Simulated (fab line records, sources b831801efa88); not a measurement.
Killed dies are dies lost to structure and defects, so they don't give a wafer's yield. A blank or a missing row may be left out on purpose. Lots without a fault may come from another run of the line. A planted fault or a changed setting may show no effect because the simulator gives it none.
One fault seen from 2 desks | flow sky130 | each desk has only its own numbers; what lay behind them comes last

THE METROLOGY DESK
What the gauges read, lot by lot, whatever tool the lot ran on: means of the sampled wafers that have a number. A lot is out of limits, marked OUT, if its mean lies more than 4 standard deviations from the usual mean; the brackets give that distance.
Columns: A = SONOS_ONO_CVD_02_THK at SKY_SONOS_ONO_THK_MEAS_03, usual 10.55 nm; B = GATE_OXIDE_TW at SKY_GATE_OXIDE_TW_MEAS_14, usual 222.9; C = cd_nm at SKY_LDD_P_CD_MEAS_07, usual 379.4 nm; D = LDD_HVP_TW at SKY_LDD_HVP_TW_MEAS_10, usual 455
lot  | first seen here | A     | B     | C                | D
L734 | day 12 00:46    | 10.34 | 222.3 | 381.4            | 458
L735 | day 12 09:19    | 10.42 | 223.9 | 383.2            | 453
L736 | day 13 15:43    | 10.65 | 222.8 | 380.7            | 458
L738 | day 13 19:17    | 10.40 | 222.7 | 380.1            | 460
L739 | day 13 19:17    | 10.33 | 223.1 | 378.2            | 451
L741 | day 14 03:12    | 10.41 | 222.9 | 382.4            | 451
L740 | day 14 03:13    | 10.61 | 222.5 | 379.2            | 449
L742 | day 14 14:37    | 10.58 | 223.0 | 379.2            | 457
L746 | day 15 13:31    | 10.57 | 224.1 | 378.3            | 459
L748 | day 16 03:50    | 10.54 | 221.7 | 389.3 (+4.7) OUT | 458
L749 | day 16 12:34    | 10.38 | 221.2 | 387.6            | 454
L753 | day 18 00:52    | 10.79 | 223.1 | 377.7            | 458
L754 | day 18 09:16    | 10.74 | 223.8 | 379.4            | 454
This desk's finding: out of limits on L748; first on L748, day 23 23:04 (cd_nm at SKY_LDD_P_CD_MEAS_07). In limits: L734, L735, L736, L738, L739, L741, L740, L742, L746, L749, L753, L754.

THE TOOL OWNER'S DESK: litho_track-04
The tool's own readings at SKY_LDD_P_DEVELOP_06 (develop time 60 s): means of the sampled wafers that have a number, for each lot that ran on this tool. A lot is out of limits, marked OUT, if its mean lies more than 4 standard deviations from the usual mean; the brackets give that distance.
Columns: A = developer_temp_C at SKY_LDD_P_DEVELOP_06, usual 23.01 C
lot  | first seen here | A
L734 | day 19 07:10    | 22.99
L740 | day 22 07:29    | 23.00
L742 | day 22 14:02    | 23.00
L748 | day 23 22:55    | 23.01
L749 | day 24 03:22    | 23.13
This desk's finding: nothing out of limits on any of the 5 lots.

PUT TOGETHER
The metrology desk could have raised an alarm at day 23 23:04, on L748.
The tool owner's desk saw nothing out of limits.
The tool owner's desk has L748 on record, within its limits.
Of the lots named, all ran SKY_LDD_P_DEVELOP_06 on litho_track-04.

WHAT THE SIMULATOR HAD PUT IN
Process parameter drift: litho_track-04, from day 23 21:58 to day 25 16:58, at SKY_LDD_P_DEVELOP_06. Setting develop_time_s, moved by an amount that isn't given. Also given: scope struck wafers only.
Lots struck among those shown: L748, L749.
Hours from the fault's start to each desk's first reading out of limits: the metrology desk, 1.
